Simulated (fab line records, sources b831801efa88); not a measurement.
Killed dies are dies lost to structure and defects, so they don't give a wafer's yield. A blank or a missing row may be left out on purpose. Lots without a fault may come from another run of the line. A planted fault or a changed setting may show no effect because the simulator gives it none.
Chamber matching | flow sky130 | SKY_POLY_GATE_ETCH_17 on rie_si-02: 4 sister chambers
The step etches poly-Si in HBr/Cl2, stops on SiO2, target depth 180 nm, time 67.32 s. 14 wafers are shown with their chamber, then 7 later ones without.

WAFERS WITH THEIR CHAMBER
wafer  | chamber | he_backside_leak_sccm (sccm) | oes_product_au (a.u.) | throttle_valve_pct (%)
L623.1 | 0       | 3.03                         | 0.994                 | 33.687
L623.3 | 3       | 2.92                         | 0.996                 | 33.677
L623.6 | 0       | 3.10                         | 0.983                 | 33.689
L624.1 | 2       | 2.95                         | 0.999                 | 33.680
L624.4 | 3       | 2.89                         | 0.991                 | 33.690
L624.6 | 0       | 3.45                         | 0.988                 | 33.677
L626.1 | 0       | 3.09                         | 0.982                 | 33.682
L626.2 | 3       | 2.84                         | 0.987                 | 33.688
L626.5 | 3       | 2.82                         | 0.979                 | 33.667
L628.1 | 2       | 2.80                         | 0.999                 | 33.683
L628.2 | 1       | 2.37                         | 1.004                 | 33.688
L628.4 | 0       | 3.02                         | 0.996                 | 33.664
L640.1 | 1       | 2.39                         | 1.002                 | 33.696
L640.2 | 3       | 2.90                         | 0.997                 | 33.679

SIGNATURES (means of the wafers above)
reading               | chamber 0 | chamber 1 | chamber 2 | chamber 3 | scatter within a chamber
he_backside_leak_sccm | 3.1380    | 2.3800    | 2.8750    | 2.8740    | 0.121
oes_product_au        | 0.98860   | 1.00300   | 0.99900   | 0.99000   | 0.00614
throttle_valve_pct    | 33.67980  | 33.69200  | 33.68150  | 33.68020  | 0.00882
Rule: a wafer's distance from a chamber is the root of the sum, over the readings, of the square of ((its reading less the chamber's mean) divided by the reading's scatter). The wafer belongs to the nearest chamber; if the next one is less than 2 further off, it can't be placed. The scatter: the root of (the sum of the squares of (reading less its chamber's mean) over the shown wafers, divided by (wafers less chambers)).

WAFERS WITHOUT THEIR CHAMBER
wafer  | he_backside_leak_sccm (sccm) | oes_product_au (a.u.) | throttle_valve_pct (%)
L640.6 | 2.90                         | 0.992                 | 33.685
L642.1 | 2.83                         | 1.001                 | 33.673
L642.3 | 2.79                         | 0.993                 | 33.690
L642.4 | 2.75                         | 0.983                 | 33.681
L644.1 | 2.81                         | 0.999                 | 33.690
L644.4 | 2.95                         | 0.993                 | 33.686
L644.6 | 2.95                         | 0.993                 | 33.702

WHICH CHAMBER EACH WENT THROUGH
wafer  | from the rows above          | in truth
L640.6 | can't be placed: 3 or 2 or 0 | 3
L642.1 | can't be placed: 2 or 3      | 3
L642.3 | can't be placed: 3 or 2 or 0 | 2
L642.4 | can't be placed: 3 or 2 or 0 | 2
L644.1 | can't be placed: 2 or 3      | 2
L644.4 | can't be placed: 3 or 2 or 0 | 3
L644.6 | can't be placed: 2 or 3 or 0 | 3
Placed correctly: 0 of 7. Can't be placed from these rows: 7 (the true chamber is among the candidates in 7). Placed wrongly: 0.
